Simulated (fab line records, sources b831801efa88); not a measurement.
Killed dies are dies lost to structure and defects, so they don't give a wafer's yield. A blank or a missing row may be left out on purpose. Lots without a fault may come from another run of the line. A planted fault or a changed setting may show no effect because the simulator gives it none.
fab line records | flow sky130
record lots=12 wafers=36 last_day=49
route steps=708 shown METAL1@449 VIA1@472 PAD_OPEN@708
lots that met no fault: from a run of the same line without faults
start_h: hours from the record's first day to the start of the lot's first wafer shown | wait_h: hours since the lot's step before | " the same as in the row above | L1.1+2: a row that stands for several wafers | - no value, or no start given | * or withheld: withheld | < > ~ a bound
route shown NAME@n: a module of which the file shows steps, and the number in the route of the first | usual: mean/standard deviation of fault-free wafers | same: alike in all rows | chamber/n: place in a boat | sites: the reading at each site | _std_site: their standard deviation | _edge_site: outer sites' mean less inner sites' | radius_mm: how far each site lies from the wafer's centre | mask NAME#n: copy n | behind: the tool/chamber that last shaped the wafer | hold: why the lot was held/for how many hours/how that ended | device: the transistor (n, p or np) that didn't switch | end of line: the same wafers' tests at the end of the route | a step without rows: its recipe alone | killed: dies lost to structure and defects at the first sort, not the wafer's yield | map: a wafer's dies, x killed, . not, _ none there
set.NAME: the setting as run; set.NAME@STEP: as run at that earlier step | model.NAME: the simulator's own value behind a step, which no gauge read
steps of the route over a sample of lots; a table a step, a row a wafer
services: from which hour (start_h, from the record's first day; less than 0 if before it) a tool's chamber was out of use, for how many hours, and why
## steps
# step SKY_METAL1_CD_MEAS_15
# recipe target_cd_nm=140
# usual cd_nm=139.8/1.5
# columns lot.wafer tool chamber start_h wait_h cd_nm
L594.1 cd_sem-02 - 776.33 - 138.4
L594.5 " - " " 138.7
L594.6 " - " " 140.4
L597.4 cd_sem-02 - 797.18 - 139.7
L597.5 " - " " 139.9
L597.6 " - " " 138.4
L596.1 cd_sem-02 - 800.08 - 138.7
L596.2 " - " " 137.3
L596.6 " - " " 139.7
L599.1 cd_sem-01 - 812.57 - 141.7
L599.5 " - " " 141.8
L599.6 " - " " 142.0
L600.1 cd_sem-01 - 815.88 - 142.5
L600.5 " - " " 140.8
L600.6 " - " " 141.2
L601.3 cd_sem-01 - 824.72 - 142.1
L601.4 " - " " 141.7
L601.6 " - " " 141.9
L603.2 cd_sem-01 - 845.25 - 138.3
L603.4 " - " " 139.4
L603.6 " - " " 139.0
L607.2 cd_sem-01 - 861.15 - 141.6
L607.3 " - " " 141.3
L607.6 " - " " 142.6
L606.2 cd_sem-02 - 862.64 - 139.6
L606.3 " - " " 139.9
L606.6 " - " " 140.0
L608.1 cd_sem-01 - 881.83 - 140.3
L608.2 " - " " 139.9
L608.3 " - " " 138.4
L609.1 cd_sem-02 - 886.13 - 140.8
L609.5 " - " " 141.2
L609.6 " - " " 141.6
L613.1 cd_sem-01 - 911.73 - 139.1
L613.2 " - " " 139.8
L613.4 " - " " 139.5
# step SKY_METAL1_OVL_MEAS_16
# usual METAL1_OVL=0/5.8
# columns lot.wafer tool chamber start_h wait_h METAL1_OVL[nm]
L594.1 overlay-01 - 776.45 0.1 -4
L594.5 " - " " -5
L594.6 " - " " -6
L597.4 overlay-02 - 797.25 0.1 -2
L597.5 " - " " 4
L597.6 " - " " 4
L596.1 overlay-02 - 800.20 0.1 -2
L596.2 " - " " 0
L596.6 " - " " 0
L599.1 overlay-02 - 812.69 0.1 -1
L599.5 " - " " -3
L599.6 " - " " 1
L600.1 overlay-02 - 816.00 0.1 11
L600.5 " - " " 10
L600.6 " - " " 12
L601.3 overlay-02 - 824.82 0.1 -2
L601.4 " - " " 6
L601.6 " - " " 5
L603.2 overlay-02 - 845.39 0.1 1
L603.4 " - " " -6
L603.6 " - " " 1
L607.2 overlay-02 - 861.26 0.1 -5
L607.3 " - " " 8
L607.6 " - " " -1
L606.2 overlay-01 - 862.74 0.1 -2
L606.3 " - " " -10
L606.6 " - " " -11
L608.1 overlay-02 - 881.95 0.1 -5
L608.2 " - " " -3
L608.3 " - " " -8
L609.1 overlay-01 - 886.25 0.1 1
L609.5 " - " " 3
L609.6 " - " " 2
L613.1 overlay-01 - 911.85 0.1 13
L613.2 " - " " 6
L613.4 " - " " 6
# step SKY_VIA1_ETCH_14
# recipe chemistry=N2/H2 target=BARC ion_energy_ev=200 source_w=500 bias_w=100 pressure_mtorr=30 n2_flow_sccm=100 h2_flow_sccm=200 stop_on=SiO2 time_s=45.9 target_depth_a=600
# usual drypump_motor_current_A=5.9/0.43 oes_product_au=0.854/0.0046 rf_fwd_power_W=494.8/1.9 throttle_valve_pct=13.225/0.0093
# columns lot.wafer tool chamber start_h wait_h drypump_motor_current_A oes_product_au rf_fwd_power_W rf_hours_counter_h throttle_valve_pct
L594.1 rie_diel-03 3 804.53 0.0 6.5 0.849 493.4 28 13.237
L594.5 " 2 " " 5.7 0.857 495.1 - 13.225
L594.6 " 1 " " 6.3 0.856 495.7 - 13.218
L597.4 rie_diel-03 0 824.98 0.0 5.3 0.857 496.3 4 13.221
L597.5 " 3 " " 6.5 0.855 494.9 - 13.219
L597.6 " 0 " " 5.3 0.852 494.3 - 13.225
L596.1 rie_diel-03 0 828.13 0.0 5.3 0.858 576.1 4 13.234
L596.2 " 2 " " 5.8 0.852 573.7 23 13.241
L596.6 " 2 " " 5.7 0.857 575.5 - 13.227
L599.1 rie_diel-03 1 840.48 0.0 6.3 0.852 572.7 16 13.229
L599.5 " 1 " " 6.3 0.845 571.6 - 13.226
L599.6 " 0 " " 5.3 0.848 578.5 - 13.225
L600.1 rie_diel-03 1 844.33 0.0 6.3 0.846 573.9 16 13.229
L600.5 " 2 " " 5.8 0.855 576.3 - 13.226
L600.6 " 0 " " 5.2 0.853 576.4 - 13.232
L601.3 rie_diel-04 2 852.68 0.0 5.3 0.856 493.7 11 13.228
L601.4 " 1 " " 6.1 0.847 496.3 5 13.201
L601.6 " 3 " " 6.0 0.862 497.4 - 13.226
L603.2 rie_diel-01 3 873.18 0.0 5.2 0.862 493.0 17 13.225
L603.4 " 3 " " 5.1 0.847 490.6 - 13.217
L603.6 " 0 " " 5.8 0.852 492.8 - 13.219
L607.2 rie_diel-04 0 888.48 0.0 5.9 0.860 493.5 3 13.219
L607.3 " 1 " " 6.1 0.862 492.9 6 13.226
L607.6 " 2 " " 5.3 0.850 494.7 - 13.220
L606.2 rie_diel-04 2 890.22 0.0 5.4 0.859 494.2 12 13.229
L606.3 " 0 " " 5.9 0.858 494.9 3 13.229
L606.6 " 1 " " 6.1 0.857 491.1 - 13.225
L608.1 rie_diel-01 0 908.84 0.0 5.8 0.856 492.7 16 13.221
L608.2 " 3 " " 5.2 0.845 492.8 18 13.216
L608.3 " 2 " " 6.1 0.855 495.7 2 13.213
L609.1 rie_diel-01 1 912.57 0.0 6.7 0.852 495.2 2 13.226
L609.5 " 0 " " 5.8 0.853 491.9 - 13.236
L609.6 " 3 " " 5.2 0.853 495.1 - 13.221
L613.1 rie_diel-04 3 938.63 0.0 6.0 0.850 494.7 13 13.214
L613.2 " 0 " " 5.9 0.848 494.0 4 13.203
L613.4 " 2 " " 5.3 0.854 495.0 13 13.229
# step SKY_VIA1_STRIP_16
# recipe chemistry=O2/N2 power_w=1400 pressure_mtorr=1500 platen_temp_c=withheld o2_flow_sccm=3000 n2_flow_sccm=300 overash_fraction=0.5
# usual drypump_motor_current_A=5.5/0.42 oes_product_au=0.415/0.0052 strip_time_to_endpoint_s=4.453/0.017
# columns lot.wafer tool chamber start_h wait_h drypump_motor_current_A oes_product_au rf_hours_counter_h strip_time_to_endpoint_s
L594.1 plasma_asher-02 0 804.62 0.0 5.4 0.415 97 4.477
L594.5 " 0 " " 5.4 0.413 - 4.453
L594.6 " 1 " " 4.8 0.423 - 4.452
L597.4 plasma_asher-04 0 825.10 0.1 5.4 0.410 - 4.501
L597.5 " 1 " " 5.8 0.405 - 4.485
L597.6 " 0 " " 5.4 0.420 - 4.474
L596.1 plasma_asher-04 1 828.22 0.0 5.8 0.409 42 4.401
L596.2 " 0 " " 5.4 0.412 42 4.385
L596.6 " 0 " " 5.4 0.411 - 4.405
L599.1 plasma_asher-02 1 840.57 0.0 4.7 0.416 101 4.383
L599.5 " 1 " " 4.7 0.415 - 4.368
L599.6 " 0 " " 5.4 0.409 - 4.394
L600.1 plasma_asher-04 0 844.42 0.0 5.4 0.423 43 4.397
L600.5 " 0 " " 5.4 0.421 - 4.385
L600.6 " 1 " " 5.8 0.409 - 4.399
L601.3 plasma_asher-02 0 852.81 0.1 5.5 0.413 - 4.434
L601.4 " 1 " " 4.7 0.406 - 4.422
L601.6 " 0 " " 5.5 0.412 - 4.452
L603.2 plasma_asher-04 1 873.27 0.0 5.8 0.417 46 4.446
L603.4 " 0 " " 5.4 0.415 - 4.459
L603.6 " 0 " " 5.4 0.414 - 4.452
L607.2 plasma_asher-03 0 888.57 0.0 6.2 0.418 79 4.439
L607.3 " 0 " " 6.2 0.413 - 4.443
L607.6 " 0 " " 6.2 0.421 - 4.422
L606.2 plasma_asher-03 0 890.31 0.0 6.2 0.417 80 4.441
L606.3 " 1 " " 5.3 0.416 - 4.456
L606.6 " 0 " " 6.2 0.406 - 4.444
L608.1 plasma_asher-04 0 908.93 0.0 5.4 0.412 50 4.445
L608.2 " 1 " " 5.8 0.415 50 4.451
L608.3 " 1 " " 5.8 0.410 - 4.435
L609.1 plasma_asher-04 0 912.66 0.0 5.4 0.414 50 4.442
L609.5 " 0 " " 5.4 0.418 - 4.455
L609.6 " 1 " " 5.8 0.405 - 4.451
L613.1 plasma_asher-02 0 938.72 0.0 5.5 0.421 111 4.481
L613.2 " 1 " " 4.8 0.417 111 4.473
L613.4 " 1 " " 4.7 0.413 - 4.439
# step SKY_VIA1_SPUTTER_20
# recipe material=TiN target_thk_nm=20 chamber_pressure_pa=5 power_w=4000 time_s=80
# usual throttle_valve_pct=29.8/1
# columns lot.wafer tool chamber start_h wait_h throttle_valve_pct
L594.1 pvd_sputter-02 - 805.26 0.0 29.9
L594.5 " - " " 28.6
L594.6 " - " " 30.9
L597.4 pvd_sputter-03 - 825.66 0.0 30.0
L597.5 " - " " 29.8
L597.6 " - " " 27.7
L596.1 pvd_sputter-03 - 828.85 0.0 27.9
L596.2 " - " " 29.7
L596.6 " - " " 30.0
L599.1 pvd_sputter-04 - 841.16 0.0 29.7
L599.5 " - " " 32.5
L599.6 " - " " 29.7
L600.1 pvd_sputter-03 - 845.05 0.0 30.0
L600.5 " - " " 27.9
L600.6 " - " " 29.9
L601.3 pvd_sputter-04 - 853.36 0.0 32.6
L601.4 " - " " 30.2
L601.6 " - " " 32.4
L603.2 pvd_sputter-02 - 873.90 0.0 29.9
L603.4 " - " " 30.9
L603.6 " - " " 30.0
L607.2 pvd_sputter-03 - 889.17 0.0 28.1
L607.3 " - " " 30.3
L607.6 " - " " 29.8
L606.2 pvd_sputter-02 - 890.94 0.0 29.9
L606.3 " - " " 28.7
L606.6 " - " " 29.8
L608.1 pvd_sputter-03 - 909.95 0.0 29.7
L608.2 " - " " 29.7
L608.3 " - " " 30.2
L609.1 pvd_sputter-03 - 913.29 0.0 29.8
L609.5 " - " " 30.2
L609.6 " - " " 30.0
L613.1 pvd_sputter-02 - 939.31 0.0 30.3
L613.2 " - " " 28.6
L613.4 " - " " 30.8
# step SKY_PAD_OPEN_PROBE_99
# usual killed_at_M0_to_M3=42/7.2 killed_at_M4_up=3.2/1.8 killed_at_contacts=24/5.4 killed_at_front_end=15/4 killed_at_other=0.3/0.59 killed_dies=84/9 killed_open=46/7.1 killed_short=38/6
# same gross_dies=492 killed_at_back_side=0
# columns lot.wafer tool chamber start_h wait_h killed_at_M0_to_M3 killed_at_M4_up killed_at_contacts killed_at_front_end killed_at_other killed_dies killed_open killed_short
L600.5 prober-02 - 1116.00 0.2 45 2 31 13 0 91 54 37
L606.2 prober-02 - 1156.17 0.1 42 3 22 17 0 84 44 40
L606.3 prober-02 - 1156.22 0.2 47 3 20 23 0 93 49 44
L606.6 prober-02 - 1156.37 0.2 34 0 26 10 0 70 44 26
# killed by level:class
L600.5 CONTACT:geometric_particle:open=12 VIA1:geometric_particle:open=10 VIA2:geometric_particle:open=8 VIA3:geometric_particle:open=7 LI_CONTACT:geometric_particle:open=6 LOCAL_INTERCONNECT:geometric_particle:short=6 CONTACT:geometric_particle:short=6 METAL1:geometric_particle:short=6
L606.2 VIA1:geometric_particle:open=12 VIA2:geometric_particle:open=8 FIELD_ISO:geometric_particle:short=7 VIA1:geometric_particle:short=6 POLY_GATE:geometric_particle:short=5 LI_CONTACT:geometric_particle:open=5 LOCAL_INTERCONNECT:geometric_particle:short=5 CONTACT:geometric_particle:open=5
L606.3 VIA1:geometric_particle:open=10 CONTACT:geometric_particle:open=9 METAL2:geometric_particle:short=8 VIA2:geometric_particle:open=7 FIELD_ISO:geometric_particle:short=6 POLY_GATE:geometric_particle:open=5 LI_CONTACT:geometric_particle:open=4 METAL1:geometric_particle:short=4
L606.6 LI_CONTACT:geometric_particle:open=11 VIA2:geometric_particle:open=8 CONTACT:geometric_particle:open=6 VIA1:geometric_particle:open=6 VIA1:geometric_particle:short=5 VIA3:geometric_particle:open=5 LOCAL_INTERCONNECT:geometric_particle:short=4 METAL3:geometric_particle:short=4
## services
# columns tool chamber start_h hours kind
rie_diel-03 3 782.22 5.8 repair
rie_diel-03 0 802.44 6.3 repair
rie_diel-03 - 807.39 2.8 pm
rie_diel-01 1 821.42 - clean
rie_diel-01 1 821.42 19.3 scheduled_down
rie_diel-01 1 821.42 19.3 vent_cycle
rie_diel-04 2 831.54 3.5 repair
rie_diel-04 3 833.10 2.9 repair
rie_diel-01 2 840.73 - clean
rie_diel-01 2 840.73 15.2 scheduled_down
rie_diel-03 3 843.72 - clean
rie_diel-03 3 843.72 22.1 scheduled_down
rie_diel-03 3 843.72 22.1 vent_cycle
pvd_sputter-03 - 845.76 13.7 repair
pvd_sputter-02 - 852.41 1.9 repair
plasma_asher-03 - 859.73 2.8 pm
rie_diel-01 1 865.94 8.9 repair
rie_diel-04 - 875.76 1.1 repair
pvd_sputter-04 - 878.41 0.5 repair
rie_diel-01 - 888.44 1.1 repair
pvd_sputter-02 - 891.42 2.8 repair
rie_diel-04 - 894.21 2.0 repair
rie_diel-01 0 917.40 4.9 repair
rie_diel-04 - 936.55 0.6 repair
## key
first_sign step=SKY_VIA1_ETCH_14 reading=rf_fwd_power_W direction=up sigmas=43 usual=494.8 struck=574.9
effect step=SKY_VIA1_STRIP_16 reading=strip_time_to_endpoint_s direction=down sigmas=3.6 usual=* struck=*
met_at SKY_VIA1_ETCH_14
struck_lots L596,L599,L600
tester_left_out L596,L599,L600
not_acting_at SKY_METAL1_CD_MEAS_15,SKY_METAL1_OVL_MEAS_16,SKY_VIA1_SPUTTER_20
onset_between 824.98 828.13
earlier_fault kind=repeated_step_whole tool=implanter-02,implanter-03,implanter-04 chamber=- onset_h=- steps=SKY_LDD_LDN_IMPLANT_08 times=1 scope=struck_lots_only
earlier_fault kind=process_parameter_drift tool=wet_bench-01 chamber=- onset_h=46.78 steps=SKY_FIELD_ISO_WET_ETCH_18 channel=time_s offset=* shape=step end_h=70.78 acts_in=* stated=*
fault kind=process_parameter_drift tool=rie_diel-03 chamber=- onset_h=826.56 steps=SKY_VIA1_ETCH_14 channel=source_w offset=80 shape=step acts_in=these_recipes_only stated=500
# tester_left_out: of these lots the tester's yield and bins aren't shown, on N5 and GAA mostly nor the transistor test; their killed dies are dies lost to structure and defects alone, not to doping, threshold or leakage, so they don't give the yield
